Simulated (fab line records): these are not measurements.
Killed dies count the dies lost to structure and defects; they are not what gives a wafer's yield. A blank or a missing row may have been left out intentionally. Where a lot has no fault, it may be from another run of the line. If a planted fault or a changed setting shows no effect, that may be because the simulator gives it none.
Struck lot and sound lot, side by side    flow gf180mcu    15 steps out of a route of 602
Sound: wafers L356.1, L356.2, L356.5. Wafers L348.1, L348.2, L348.4 were the ones struck. Last of all comes the cause.
At each step with rows: each side's tool, then ch and its chambers, then its first start. Under that, the readings that differ: sound wafers    struck wafers    difference of the means    sigmas: that difference in standard deviations of wafers without a fault.
alike: readings whose means differ by less than 2 such deviations, and words and numbers that are the same on both sides. not compared: withheld readings, readings that some wafer has no value for, bounds like >300 that may hide the same value, and numbers for which the record gives no deviation and whose values overlap.
Wherever a step has rows on one side only, a row that says differs or no value, or a row with sigmas, the two part there. When numbers do not overlap yet have no deviation, they are printed without sigmas and do not part them. Lack of a reading on every wafer of one side parts them only where that side has two or more wafers.

first, 4 steps without rows for these wafers: GF_V3_SOFTBAKE_10 (time 60 s); GF_V3_EXPOSE_11 (exposes mask Via3, target cd 260 nm); GF_V3_PEB_12 (peb time 90 s); GF_V3_DEVELOP_13 (develop time 60 s).
GF_V3_CD_MEAS_14: the cd target is 260 nm.
  struck on cd sem-01, day 26 18:47; sound on cd sem-02, day 29 00:49
  alike: cd nm
GF_V3_OVL_MEAS_15:
  struck on overlay-02, day 26 18:55; sound on overlay-01, day 29 00:56
  alike: V3_OVL
GF_V3_ETCH_16: etches BARC in N2/H2.
  sound on rie diel-04 ch 0,1,3, day 29 00:58; struck on rie diel-04 ch 1,3, day 26 18:56
  alike: drypump motor current A, oes product au, throttle valve pct
GF_V3_ETCH_17: etches SiO2 in C4F8/O2/Ar, stops on TiN, target depth 635 nm.
  sound: rie diel-04 ch 0,1,3; struck: rie diel-04 ch 1,3
  alike: oes product au
GF_V3_STRIP_18: strips in O2/N2.
  sound on plasma asher-01 ch 0,1, day 29 01:05; struck on plasma asher-02 ch 0,1, day 26 19:04
  alike: drypump motor current A, heater power w, oes product au
  not compared: rf hours counter h
then, 2 steps without rows for these wafers: GF_V3_STRIP_19 (strips in post etch residue remover, time 1200 s); GF_V3_CLEAN_20 (cleans in DIW).
GF_V3_SPUTTER_21: material Ti, target thk 15 nm, time 80.02 s.
  struck on pvd sputter-02, day 26 19:39; sound on pvd sputter-02, day 29 01:40
  alike: cathode dc power W, throttle valve pct
GF_V3_SPUTTER_22: material TiN, target thk 10 nm, time 40 s.
  struck on pvd sputter-02, day 26 19:43; sound on pvd sputter-02, day 29 01:44
reading                                 sound                 struck                difference  sigmas
cathode dc power W (W)                  3999.6 4000.9 4000.2  3595.6 3597.1 3596.8  -403.7      -99 or more
model.TiN_of_V3_SPUTTER_22.thk nm (nm)  9.761 9.743 9.583     8.99 8.948 8.892      -0.75       
  alike: throttle valve pct
GF_V3_CVD_23: deposits W, target thk 350 nm, time 104.9 s.
  sound on cvd w-01 ch 0,1, day 29 01:46; struck on cvd w-01 ch 0,1, day 26 19:45
  alike: heater power outer w, heater power w
following that, these wafers have no rows for 1 step: GF_PASSIVATION_PROBE_99.

WHERE THEY PART
At GF_V3_SPUTTER_22 and nowhere else, as far as this record goes. Later steps at which nothing parts them and some readings are alike: GF_V3_CVD_23.

WHY: what the simulator had put in
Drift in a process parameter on pvd sputter-02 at GF_V3_SPUTTER_22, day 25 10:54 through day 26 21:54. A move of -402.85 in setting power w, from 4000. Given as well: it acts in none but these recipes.
